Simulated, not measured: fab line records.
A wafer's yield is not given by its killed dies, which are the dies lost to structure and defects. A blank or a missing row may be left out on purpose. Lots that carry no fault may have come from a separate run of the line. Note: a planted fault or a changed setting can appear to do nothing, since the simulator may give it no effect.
Chamber matching + flow sky130 + 4 sister chambers for SKY_VIA1_CMP_02 on cmp-02
The step polishes SiO2. 7 wafers are shown with their chamber, then 7 later ones without.

WAFERS, EACH WITH ITS CHAMBER
| wafer  | chamber | motor_current_A (A) | slurry_flow_ml_min |
|--------|---------|---------------------|--------------------|
| L811.6 | 0       | 12.4                | 150.2              |
| L815.5 | 2       | 10.9                | 150.6              |
| L818.1 | 0       | 12.1                | 150.5              |
| L818.2 | 1       | 9.6                 | 150.5              |
| L818.5 | 2       | 11.5                | 149.3              |
| L825.1 | 3       | 13.8                | 149.7              |
| L825.3 | 1       | 9.8                 | 149.6              |

WAFERS WITH NO CHAMBER GIVEN
| wafer  | motor_current_A (A) | slurry_flow_ml_min |
|--------|---------------------|--------------------|
| L825.6 | 12.5                | 150.3              |
| L826.1 | 12.2                | 149.5              |
| L826.2 | 13.1                | 150.0              |
| L826.4 | 9.8                 | 149.2              |
| L831.1 | 11.9                | 149.8              |
| L831.2 | 13.9                | 149.8              |
| L831.4 | 11.7                | 150.3              |

WHICH CHAMBER EACH ONE RAN IN
| wafer  | from the rows above     | in truth |
|--------|-------------------------|----------|
| L825.6 | 0                       | 0        |
| L826.1 | 0                       | 0        |
| L826.2 | can't be placed: 3 or 0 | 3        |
| L826.4 | 1                       | 1        |
| L831.1 | can't be placed: 0 or 2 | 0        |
| L831.2 | 3                       | 3        |
| L831.4 | can't be placed: 2 or 0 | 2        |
Correct placement for 4 of the 7. From these rows, 3 cannot be placed; in 3 the true chamber is one of the candidates. Number placed wrongly: 0.
How it was worked out, from the rows above alone: a wafer's distance from a chamber is the root of the sum, over the readings, of the square of ((its reading less the chamber's mean) divided by the reading's scatter). If the next closest chamber is less than 2 further off than the closest, the wafer can't be placed; otherwise it belongs to the closest. A chamber's mean is the mean of its shown wafers. The scatter is the square root of a quotient: the sum, over the shown wafers, of each reading's squared deviation from its chamber's mean, divided by wafers minus chambers.
